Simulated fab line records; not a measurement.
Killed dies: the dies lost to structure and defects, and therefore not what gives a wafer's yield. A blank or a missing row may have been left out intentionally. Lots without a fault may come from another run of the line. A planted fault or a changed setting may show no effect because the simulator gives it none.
A lot that was struck, set against a sound lot + flow sky130 + 19 steps out of a route of 708
Sound: the wafers L732.1, L732.3, L732.6. Wafers L740.1, L740.5, L740.6 were the ones struck. The cause comes at the end.
Per side, at each step with rows, come the tool, then ch with its chambers, and then its first start. Under that, the readings that differ: sound wafers + struck wafers + difference of the means + sigmas: that difference in standard deviations of wafers without a fault.
alike: readings with means less than 2 such deviations apart, plus words and numbers identical on both sides. not compared: withheld readings, readings lacking a value on some wafer, bounds such as >300 that could conceal the same value, and numbers that have no deviation in the record and whose values overlap.
Wherever a step has rows on one side only, a row that says differs or no value, or a row with sigmas, the two part there. Numbers that don't overlap but have no deviation are shown without sigmas and don't part them. Lack of a reading on every wafer of one side parts them only where that side has two or more wafers.

SKY_LI_CONTACT_THK_MEAS_23: measures by xrf.
  struck on filmMetro-01, day 32 00:09; sound on filmMetro-01, day 28 17:57
  alike: LI_CONTACT_W_THK
SKY_LI_CONTACT_CMP_24: polishes, stops on PSG, t overpolish 20 s, target thk 0 nm.
  sound on cmp-01 ch 0,1, day 28 18:01; struck on cmp-01 ch 0,1, day 32 00:16
  alike: motorCurrentA, overpolishRunS, slurryFilterDpKPa, timeToEndpointS
SKY_LOCAL_INTERCONNECT_SPUTTER_00: material TiN, target thk 100 nm, time 83.3 s.
  struck on pvdSputter-04, day 32 00:31; sound on pvdSputter-04, day 28 18:19
| reading            | sound                | struck               | difference | sigmas |
|--------------------|----------------------|----------------------|------------|--------|
| substrateTempC (C) | 299.83 299.59 299.90 | 300.16 300.25 300.15 | +0.41      | +2     |
  alike: throttleValvePct
SKY_LOCAL_INTERCONNECT_RS_MEAS_01: measurement is done with a four-point probe.
  struck on filmMetro-03, day 32 00:34; sound on filmMetro-03, day 28 18:22
  alike: LOCAL_INTERCONNECT_TIN_RS
SKY_LOCAL_INTERCONNECT_THK_MEAS_02: measures by xrf.
  struck on filmMetro-03, day 32 00:41; sound on filmMetro-03, day 28 18:29
  alike: LOCAL_INTERCONNECT_TIN_THK
then, 7 steps without rows for these wafers: SKY_LOCAL_INTERCONNECT_DEHYDRATE_03 (time 60 s); SKY_LOCAL_INTERCONNECT_HMDS_04 (prime time 60 s); SKY_LOCAL_INTERCONNECT_COAT_05 (resist thk 60 nm); SKY_LOCAL_INTERCONNECT_COAT_06 (resist thk 443.6 nm); SKY_LOCAL_INTERCONNECT_SOFTBAKE_07 (time 90 s); SKY_LOCAL_INTERCONNECT_EXPOSE_08 (exposes mask LI1M, target cd 170 nm); SKY_LOCAL_INTERCONNECT_PEB_09.
SKY_LOCAL_INTERCONNECT_DEVELOP_10: develop time 60 s.
  sound on lithoTrack-02 ch 0, day 29 23:00; struck on lithoTrack-02 ch 0, day 33 04:00
  alike: resistLineTempC
SKY_LOCAL_INTERCONNECT_CD_MEAS_11: target cd 170 nm.
  struck on cdSem-02, day 33 04:40; sound on cdSem-01, day 29 23:12
  alike: cdNm
SKY_LOCAL_INTERCONNECT_OVL_MEAS_12:
  struck on overlay-01, day 33 04:47; sound on overlay-02, day 29 23:19
  alike: LOCAL_INTERCONNECT_OVL
SKY_LOCAL_INTERCONNECT_ETCH_13: etches BARC in N2/H2, stops on SiO2, time 45.9 s, target depth 60 nm.
  sound on rieMetal-04 ch 0,1, day 29 23:22; struck on rieMetal-04 ch 0, day 33 04:49
| reading                            | sound             | struck            | difference | sigmas |
|------------------------------------|-------------------|-------------------|------------|--------|
| model.LOCAL_INTERCONNECT.cdNm (nm) | 170.9 169.2 170.8 | 172.6 172.3 172.9 | +2.3       |        |
  alike: chamberPressureMTorr, drypumpMotorCurrentA, oesProductAu, throttleValvePct
  not compared: rfHoursCounterH
SKY_LOCAL_INTERCONNECT_METAL_ETCH_14: etches TiN in Cl2/BCl3, stops on PSG, target depth 110 nm, time 31.4 s.
  sound on rieMetal-04 ch 0,1, day 29 23:25; struck on rieMetal-04 ch 0, day 33 04:56
| reading                            | sound           | struck            | difference | sigmas |
|------------------------------------|-----------------|-------------------|------------|--------|
| model.LOCAL_INTERCONNECT.cdNm (nm) | 171.6 169.6 171 | 173.3 172.7 173.2 | +2.3       |        |
  alike: chamberPressureMTorr, drypumpMotorCurrentA, oesProductAu, throttleValvePct
  not compared: rfHoursCounterH
SKY_LOCAL_INTERCONNECT_STRIP_15: strips in O2/N2.
  sound on plasmaAsher-02 ch 0,1, day 29 23:29; struck on plasmaAsher-03 ch 0,1, day 33 05:02
  alike: chamberPressureMTorr, drypumpMotorCurrentA, oesProductAu, stripTimeToEndpointS
  not compared: rfHoursCounterH
-- a jump in the record: the struck wafers' starts before and after are 15 days apart (it breaks off in module LOCAL_INTERCONNECT and resumes in module PAD_OPEN, where the first step shown is number 708 of the route) --
SKY_PAD_OPEN_PROBE_99:
  struck on prober-02, day 47 22:09; sound on prober-02, day 45 09:23
| reading                     | sound            | struck            | difference | sigmas |
|-----------------------------|------------------|-------------------|------------|--------|
| model.etest.resLi.lineOhmUm | 74.03 75.04 74.5 | 72.59 72.99 72.66 | -1.78      |        |
  alike: killed_at_M0_to_M3, killed_at_M4_up, killedAtContacts, killedAtFrontEnd, killedAtOther, killedDies, killedOpen, killedShort

## WHERE THEY PART
At SKY_LOCAL_INTERCONNECT_SPUTTER_00 and nowhere else, as far as this record goes. Later steps at which nothing parts them and some readings are alike: SKY_LOCAL_INTERCONNECT_RS_MEAS_01, SKY_LOCAL_INTERCONNECT_THK_MEAS_02, SKY_LOCAL_INTERCONNECT_DEVELOP_10, SKY_LOCAL_INTERCONNECT_CD_MEAS_11, SKY_LOCAL_INTERCONNECT_OVL_MEAS_12, SKY_LOCAL_INTERCONNECT_ETCH_13, SKY_LOCAL_INTERCONNECT_METAL_ETCH_14, SKY_LOCAL_INTERCONNECT_STRIP_15, SKY_PAD_OPEN_PROBE_99.

WHY: what the simulator had put in
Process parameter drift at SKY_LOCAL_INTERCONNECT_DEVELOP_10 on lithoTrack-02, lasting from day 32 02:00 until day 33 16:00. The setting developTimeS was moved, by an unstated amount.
